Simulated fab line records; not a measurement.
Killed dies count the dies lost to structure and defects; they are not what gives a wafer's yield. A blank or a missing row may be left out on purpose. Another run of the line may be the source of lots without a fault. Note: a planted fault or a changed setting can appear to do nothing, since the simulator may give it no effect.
Split-lot study ; flow sky130 ; 5 lots, 23 wafers read, on a route of 708 steps

== SPLIT DETAILS ==
At SKY_RES_XHIGH_IMPLANT_07, the setting energyKev was moved away from the recipe's 20 on 11 of the 23 wafers read, by -2.3% to +4.3%. The other wafers ran this setting at the recipe's value.

The reading is taken at the split's own step.

== THE READING ==
The simulator's own value implant.drpNm, read by no gauge, in nm at SKY_RES_XHIGH_IMPLANT_07. The file does not state a usual value for it.

wafer;tool, chamber at the split;energyKev as run;against the recipe;implant.drpNm, nm;against lot-mates on the recipe
L074.2;implanter-04, 0;20.61;+3.0%;9.954;+0.208
L074.3;implanter-04, 0;20.61;+3.0%;9.954;+0.208
L074.5;implanter-04, 0;20.61;+3.0%;9.954;+0.208
L074.4;implanter-04, 0;20;recipe;9.746;-
L074.6;implanter-04, 0;20;recipe;9.746;-
L078.1;implanter-04, 0;20;recipe;9.746;-
L078.3;implanter-04, 0;20;recipe;9.746;-
L078.4;implanter-04, 0;20;recipe;9.746;-
L080.1;implanter-04, 0;20;recipe;9.746;-
L080.5;implanter-04, 0;20;recipe;9.746;-
L080.3;implanter-04, 0;20.86;+4.3%;10.04;+0.294
L080.4;implanter-04, 0;20.86;+4.3%;10.04;+0.294
L080.6;implanter-04, 0;20.86;+4.3%;10.04;+0.294
L083.1;implanter-02, 0;19.54;-2.3%;9.588;-0.158
L083.2;implanter-02, 0;19.54;-2.3%;9.588;-0.158
L083.6;implanter-02, 0;19.54;-2.3%;9.588;-0.158
L083.3;implanter-02, 0;20;recipe;9.746;-
L083.4;implanter-02, 0;20;recipe;9.746;-
L082.1;implanter-04, 0;20;recipe;9.746;-
L082.3;implanter-04, 0;20;recipe;9.746;-
L082.4;implanter-04, 0;20;recipe;9.746;-
L082.2;implanter-04, 0;20.84;+4.2%;10.03;+0.284
L082.6;implanter-04, 0;20.84;+4.2%;10.03;+0.284

THE FIT
A straight line over all 23 wafers: implant.drpNm changes by +0.0682 nm for each +1% of energyKev; r = +1.00; the points scatter about the line by 0.00087 nm.
The same after taking each lot's own level away (the mean of its wafers on the recipe; 23 wafers): +0.0682 nm for each +1%; r = +1.00; scatter 0.00087 nm.
That fit puts the effect of the largest move of energyKev on the reading at 0.29 nm.
The lots' own levels span 9.7460 to 9.7460 nm.
The two slopes agree, so the slope changes little with the lot-to-lot level.
Check: for one of the wafers moved furthest among these (+4.3%), held out of the fit, the line's prediction against its lot-mates is +0.293 nm. It came out at +0.294 nm against them.

== OTHER SPLITS ON THESE WAFERS ==
Before the reading, these wafers also passed through other splits. Each is held against what the fit with the lots' levels taken away leaves over:
other split on the same wafers;wafers away from the commonest value;r with implant.drpNm (lot level and that fit taken away)
SKY_SONOS_ONO_DEVELOP_12 devTempC;6;+0.36
SKY_POLY_GATE_COAT_07 spinRpm;5;+0.30
SKY_POLY_GATE_ETCH_16 timeS;5;+0.15
SKY_LDD_N_IMPLANT_14 energyKev;4;+0.21
SKY_LDD_P_EXPOSE_04 doseMj;9;+0.21
SKY_LDD_HVN_COAT_02 resistThkNm;11;-0.27
SKY_LDD_LDN_IMPLANT_10 energyKev;5;-0.46
SKY_SD_P_EXPOSE_04 doseMj;7;+0.17
SKY_SD_P_IMPLANT_09 energyKev;8;+0.19

== THE WHOLE CHAIN: every reading that the file lists as answering this split, in the file's order ==
step;what it does;reading;change (the file's fit);r (the file's)
SKY_RES_XHIGH_IMPLANT_07;;implant.rpNm (the simulator's own value, which no gauge read);+0.135 nm for each +1% of the setting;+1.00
SKY_RES_XHIGH_IMPLANT_07;;implant.drpNm (the simulator's own value, which no gauge read);+0.0681 nm for each +1% of the setting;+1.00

== THE FILE'S OWN FIT ==
implant.drpNm changes by +0.0681 nm for each +1% of energyKev, r = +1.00.
